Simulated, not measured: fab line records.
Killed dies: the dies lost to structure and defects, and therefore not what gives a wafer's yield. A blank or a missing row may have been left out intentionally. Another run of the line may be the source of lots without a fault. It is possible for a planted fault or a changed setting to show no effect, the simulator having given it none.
What tool caused it? -- flow gf180mcu -- 11 lots, 33 wafers sampled, at 5 steps of a route of 602

## WHAT EACH GAUGE READ, for each wafer
The record lacks any reading of a measuring or inspecting step that a usual standard deviation could be used to judge.

## WHICH TOOL RAN EACH LOT (tool, then ch and the chambers of the sampled wafers, then the start)
lot,GF_M4_SPUTTER_03,GF_V5_CMP_26,GF_TOP_METAL_METAL_ETCH_16,GF_PASSIVATION_COAT_06,GF_PASSIVATION_STRIP_12
L393,"pvd_sputter-02, day 22 10:27","cmp-01 ch 1,2,3, day 27 04:47","rie_metal-02 ch 1, day 28 01:34","litho_track-04 ch 0, day 28 12:54","plasma_asher-03 ch 1, day 28 23:13"
L394,"pvd_sputter-03, day 22 23:50","cmp-01 ch 0,2, day 27 18:37","rie_metal-02 ch 1, day 28 15:08","litho_track-02 ch 0, day 29 01:24","plasma_asher-04 ch 0,1, day 29 11:19"
L395,"pvd_sputter-01, day 23 05:59","cmp-01 ch 2,3, day 27 22:56","rie_metal-01 ch 0,1, day 28 19:27","litho_track-04 ch 0, day 29 05:56","plasma_asher-02 ch 0,1, day 29 15:37"
L396,"pvd_sputter-02, day 23 10:48","cmp-02 ch 1,2, day 28 02:32","rie_metal-04 ch 0,1, day 28 23:20","litho_track-02 ch 0, day 29 09:44","plasma_asher-02 ch 1, day 29 19:13"
L397,"pvd_sputter-02, day 23 18:06","cmp-01 ch 1,3, day 28 07:56","rie_metal-04 ch 0,1, day 29 03:41","litho_track-02 ch 0, day 29 13:57","plasma_asher-04 ch 0,1, day 29 23:39"
L403,"pvd_sputter-01, day 26 09:35","cmp-02 ch 0,2,3, day 30 15:54","rie_metal-02 ch 1, day 31 09:56","litho_track-03 ch 0, day 31 19:42","plasma_asher-02 ch 0,1, day 32 04:31"
L404,"pvd_sputter-01, day 26 16:10","cmp-01 ch 1,2,3, day 30 23:27","rie_metal-02 ch 1, day 31 17:54","litho_track-03 ch 0, day 32 03:25","plasma_asher-02 ch 0,1, day 32 12:25"
L405,"pvd_sputter-02, day 27 00:04","cmp-02 ch 1,2,3, day 31 06:55","rie_metal-02 ch 1, day 32 00:35","litho_track-02 ch 0, day 32 09:45","plasma_asher-04 ch 0,1, day 32 17:53"
L414,"pvd_sputter-02, day 29 12:35","cmp-02 ch 1,2,3, day 33 09:59","rie_metal-04 ch 0,1, day 34 01:50","litho_track-02 ch 0, day 34 11:00","plasma_asher-02 ch 0,1, day 34 18:47"
L413,"pvd_sputter-01, day 29 13:04","cmp-01 ch 0,2, day 33 10:28","rie_metal-02 ch 1, day 34 02:17","litho_track-03 ch 0, day 34 11:00","plasma_asher-04 ch 0,1, day 34 19:05"
L415,"pvd_sputter-01, day 30 08:26","cmp-02 ch 0,2,3, day 34 02:19","rie_metal-01 ch 1, day 34 17:55","litho_track-02 ch 0, day 35 01:48","plasma_asher-03 ch 0,1, day 35 09:10"
- GF_M4_SPUTTER_03: material Ti, target thk 10 nm, time 6.7 s.
- GF_V5_CMP_26: polishes, stops on SiO2, t overpolish 15 s, target thk 0 nm.
- GF_TOP_METAL_METAL_ETCH_16: etches the open film in Cl2/BCl3, stops on SiO2, target depth 1197 nm, time 199.5 s.
- GF_PASSIVATION_COAT_06: resist thk 4000 nm.
- GF_PASSIVATION_STRIP_12: strips in O2/N2.

## AS READ BY THE TOOLS THEMSELVES (means over the sampled wafers that have a number; for cases with no such wafer, the mark the record gives instead)
GF_M4_SPUTTER_03. Usual: 29.4 % for throttle_valve_pct, sd 1.1.
lot,tool,throttle_valve_pct (%),flag
L393,pvd_sputter-02,29.6,
L394,pvd_sputter-03,29.7,
L395,pvd_sputter-01,30.6,
L396,pvd_sputter-02,29.3,
L397,pvd_sputter-02,28.9,
L403,pvd_sputter-01,29.8,
L404,pvd_sputter-01,30.1,
L405,pvd_sputter-02,29.7,
L414,pvd_sputter-02,29.6,
L413,pvd_sputter-01,29.2,
L415,pvd_sputter-01,30.1,

GF_V5_CMP_26. Usual: motor_current_A 11.0 A, standard deviation 1.1; overpolish_run_s 15.000 s, standard deviation 0.008; time_to_endpoint_s 87 s, standard deviation 4.8.
lot,tool,motor_current_A (A),overpolish_run_s (s),time_to_endpoint_s (s),flag
L393,cmp-01,11.4,14.999,92,
L394,cmp-01,9.5,14.995,87,
L395,cmp-01,11.1,15.005,84,
L396,cmp-02,11.7,15.007,84,
L397,cmp-01,11.6,15.002,88,
L403,cmp-02,11.3,14.995,82,
L404,cmp-01,11.7,15.000,92,
L405,cmp-02,11.4,14.997,82,
L414,cmp-02,11.1,15.003,81,
L413,cmp-01,9.6,15.005,84,
L415,cmp-02,11.6,15.002,83,

GF_TOP_METAL_METAL_ETCH_16. Usual: bias_w 139.9 W, standard deviation 0.37; drypump_motor_current_A 5.4 A, standard deviation 0.33; oes_product_au 0.990 a.u., standard deviation 0.0055; throttle_valve_pct 28.231 %, standard deviation 0.01.
lot,tool,bias_w (W),drypump_motor_current_A (A),oes_product_au (a.u.),throttle_valve_pct (%),flag
L393,rie_metal-02,139.9,5.8,0.987,28.240,
L394,rie_metal-02,139.5,5.8,0.985,28.227,
L395,rie_metal-01,139.4,5.3,0.994,28.223,
L396,rie_metal-04,140.0,5.0,0.990,28.234,
L397,rie_metal-04,140.1,5.0,0.993,28.230,
L403,rie_metal-02,139.9,5.8,0.986,28.246,
L404,rie_metal-02,139.7,5.8,0.987,28.234,
L405,rie_metal-02,140.3,5.8,0.985,28.241,
L414,rie_metal-04,140.1,5.0,0.990,28.221,
L413,rie_metal-02,140.2,5.8,0.994,28.221,
L415,rie_metal-01,140.2,5.4,0.996,28.224,

GF_PASSIVATION_COAT_06. Usual: 22.99 C for chill_plate_temp_C, sd 0.11.
lot,tool,chill_plate_temp_C (C),flag
L393,litho_track-04,22.99,
L394,litho_track-02,23.01,
L395,litho_track-04,23.09,
L396,litho_track-02,22.97,
L397,litho_track-02,23.06,
L403,litho_track-03,22.85,
L404,litho_track-03,22.93,
L405,litho_track-02,22.95,
L414,litho_track-02,22.97,
L413,litho_track-03,23.06,
L415,litho_track-02,22.86,

GF_PASSIVATION_STRIP_12. Usual: drypump_motor_current_A 5.8 A, standard deviation 0.41; heater_power_w 340 W, standard deviation 47; oes_product_au 0.719 a.u., standard deviation 0.0051; strip_time_to_endpoint_s 32.96 s, standard deviation 0.21.
lot,tool,drypump_motor_current_A (A),heater_power_w (W),oes_product_au (a.u.),strip_time_to_endpoint_s (s),flag
L393,plasma_asher-03,5.1,350,0.722,32.93,
L394,plasma_asher-04,6.0,302,0.720,32.99,
L395,plasma_asher-02,6.0,368,0.724,32.99,
L396,plasma_asher-02,6.2,292,0.719,32.56,
L397,plasma_asher-04,6.0,306,0.719,32.85,
L403,plasma_asher-02,6.0,370,0.724,33.08,
L404,plasma_asher-02,6.1,332,0.720,33.18,
L405,plasma_asher-04,6.1,303,0.720,33.16,
L414,plasma_asher-02,6.1,334,0.714,35.00,OFF
L413,plasma_asher-04,6.0,304,0.711,32.95,
L415,plasma_asher-03,5.4,347,0.716,35.06,OFF

## THE ANSWER, worked out from the rows above alone
Rule: lot off if the mean of its wafers having a number is beyond 3 standard deviations from the usual mean. A lot without any number at a reading at which 4 lots or more have one is off too. Any other lot the step has rows for is counted as sound. After the gauges, taken in route order, come the tools' own readings; for these a lot's mean is taken, as printed above. At the first step where some lot is off, the reading lying furthest off is the one used; lots without a number count as furthest.
Off, at GF_PASSIVATION_STRIP_12 on strip_time_to_endpoint_s: L414, L415.
A tool fits if, at that step or a process step before it, it ran every lot that is off, and no sound lot after the first of them. Can't be told from this: 2 tools fit, cmp-02 at GF_V5_CMP_26, litho_track-02 at GF_PASSIVATION_COAT_06.

## WHAT THE SIMULATOR PUT IN
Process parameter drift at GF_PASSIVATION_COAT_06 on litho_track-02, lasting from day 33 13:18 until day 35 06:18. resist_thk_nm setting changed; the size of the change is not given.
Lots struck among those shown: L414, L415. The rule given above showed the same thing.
